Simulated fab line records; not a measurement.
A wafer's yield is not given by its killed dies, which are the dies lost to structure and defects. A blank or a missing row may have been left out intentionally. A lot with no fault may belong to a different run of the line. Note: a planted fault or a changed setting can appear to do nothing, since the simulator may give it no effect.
A lot that was struck, set against a sound lot | flow sky130 | 18 steps out of a route of 708
Sound: the wafers L648.2, L648.3, L648.4. Struck: wafers L663.1, L663.4, L663.6. The cause is named last.
Each step with rows lists, per side, the tool, then ch with its chambers, then its first start. Under that, the readings that differ: sound wafers | struck wafers | difference of the means | sigmas: that difference in standard deviations of wafers without a fault.
alike: words and numbers the same on both sides, and readings whose means are apart by under 2 such deviations; not compared: readings that were withheld, readings missing a value for some wafer, numbers with overlapping values and no deviation given by the record, and bounds like >300 which may hide the same value.
A row with sigmas, a row that says differs or no value, or rows on one side alone: a step with any of these is where the two part. Numbers that don't overlap but have no deviation are shown without sigmas and don't part them. Lack of a reading on every wafer of one side parts them only where that side has two or more wafers.

SKY_CONTACT_CMP_04: polishes SiO2.
  sound on cmp-01 ch 0,1,3, day 33 06:04; struck on cmp-02 ch 2,3, day 37 08:56
  alike: motor-current-A, retaining-ring-pressure-frac, time-to-endpoint-s
SKY_CONTACT_BOW_MEAS_05:
  sound on film-metro-03, day 33 06:23; struck on film-metro-01, day 37 09:14
  alike: CONTACT_BOW
then, 8 steps without rows for these wafers: SKY_CONTACT_DEHYDRATE_06 (time 60 s); SKY_CONTACT_HMDS_07 (prime time 60 s); SKY_CONTACT_COAT_08 (resist thk 60 nm); SKY_CONTACT_COAT_09 (resist thk 450 nm); SKY_CONTACT_SOFTBAKE_10 (time 90 s); SKY_CONTACT_EXPOSE_11 (exposes mask CTM1, target cd 170 nm); SKY_CONTACT_PEB_12; SKY_CONTACT_DEVELOP_13 (develop time 60 s).
SKY_CONTACT_CD_MEAS_14 targets a cd of 170 nm.
  sound on cd-sem-01, day 34 09:49; struck on cd-sem-02, day 38 10:56
  alike: cd-nm
SKY_CONTACT_OVL_MEAS_15:
  sound on overlay-01, day 34 09:55; struck on overlay-02, day 38 11:03
  alike: CONTACT_OVL
SKY_CONTACT_ETCH_16: etches BARC in N2/H2, stops on SiO2, time 45.9 s, target depth 60 nm.
  sound on rie-diel-04 ch 0,1, day 34 09:57; struck on rie-diel-02 ch 0,3, day 38 11:05
  no value came back on the struck wafers for any of 7 readings (bias-w (W), chamber-pressure-mTorr (mTorr) and others); on the sound wafers bias-w (W) reads 100.2 99.9 100.3
  reading                                        | sound           | struck            | difference | sigmas
  model.KrF-thick_of_CONTACT_COAT_09.thk-nm (nm) | 389.9 391.3 391 | 437.4 438.8 437.3 | +47.1      |
  not compared: rf-hours-counter-h
SKY_CONTACT_ETCH_17: etches SiO2 in C4F8/O2/Ar, stops on Si3N4, target depth 340 nm.
  sound on rie-diel-04 ch 0,1, day 34 10:00; struck on rie-diel-02 ch 0,3, day 38 11:08
  reading               | sound             | struck            | difference | sigmas
  oes-product-au (a.u.) | 0.895 0.896 0.899 | 0.377 0.364 0.378 | -0.524     | -99
  alike: bias-w, chamber-pressure-mTorr
SKY_CONTACT_ETCH_18: etches Si3N4 in CHF3/O2, stops on TiN, time 39 s, target depth 75 nm.
  sound on rie-diel-04 ch 0,1; struck on rie-diel-02 ch 0,3
  reading                                        | sound             | struck            | difference | sigmas
  oes-product-au (a.u.)                          | 0.843 0.841 0.861 | 0.373 0.387 0.371 | -0.471     | -64
  throttle-valve-pct (%)                         | 8.787 8.789 8.802 | 8.694 8.673 8.669 | -0.114     | -12
  model.KrF-thick_of_CONTACT_COAT_09.thk-nm (nm) | 238.2 241.2 240.7 | 288.4 288.9 287.7 | +48.3      |
  alike: O2_flow_sccm, bias-w, drypump-motor-current-A
  not compared: rf-hours-counter-h
SKY_CONTACT_STRIP_19: strips in O2/N2.
  sound on plasma-asher-03 ch 0,1, day 34 10:05; struck on plasma-asher-03 ch 0,1, day 38 11:13
  reading                      | sound             | struck            | difference | sigmas
  oes-product-au (a.u.)        | 0.380 0.387 0.380 | 0.395 0.398 0.400 | +0.015     | +4
  strip-time-to-endpoint-s (s) | 3.561 3.589 3.609 | 4.107 4.119 4.094 | +0.520     | +24
  alike: drypump-motor-current-A, n2-flow-sccm
  not compared: rf-hours-counter-h
then, 1 step without rows for these wafers: SKY_CONTACT_STRIP_20 (strips in post etch residue remover, time 1200 s).
-- the record jumps here: 12 days lie between the struck wafers' starts before and after (it left off in module CONTACT and takes up again in module PAD_OPEN, whose first step shown is number 708 of the route) --
SKY_PAD_OPEN_PROBE_99:
  sound on prober-02, day 47 23:10; struck on prober-01, day 50 19:00
  reading            | sound     | struck      | difference | sigmas
  killed_at_M0_to_M3 | 40 40 45  | 239 221 227 | +187       | +23
  killed_at_M4_up    | 1 4 2     | 62 51 57    | +54        | +34
  killed-at-contacts | 24 32 24  | 114 124 132 | +97        | +19
  killed-at-other    | 0 0 1     | 67 73 55    | +65        | +99 or more
  killed-dies        | 89 101 97 | 492 492 492 | +396       | +40
  killed-on-rim      | 19 21 18  | 96 96 96    | +77        | +21
  alike: killed-at-front-end, killed-open, killed-short

WHERE THEY PART
At SKY_CONTACT_ETCH_16 first; at SKY_PAD_OPEN_PROBE_99 last (within this record only).

WHY: whatever the simulator had introduced
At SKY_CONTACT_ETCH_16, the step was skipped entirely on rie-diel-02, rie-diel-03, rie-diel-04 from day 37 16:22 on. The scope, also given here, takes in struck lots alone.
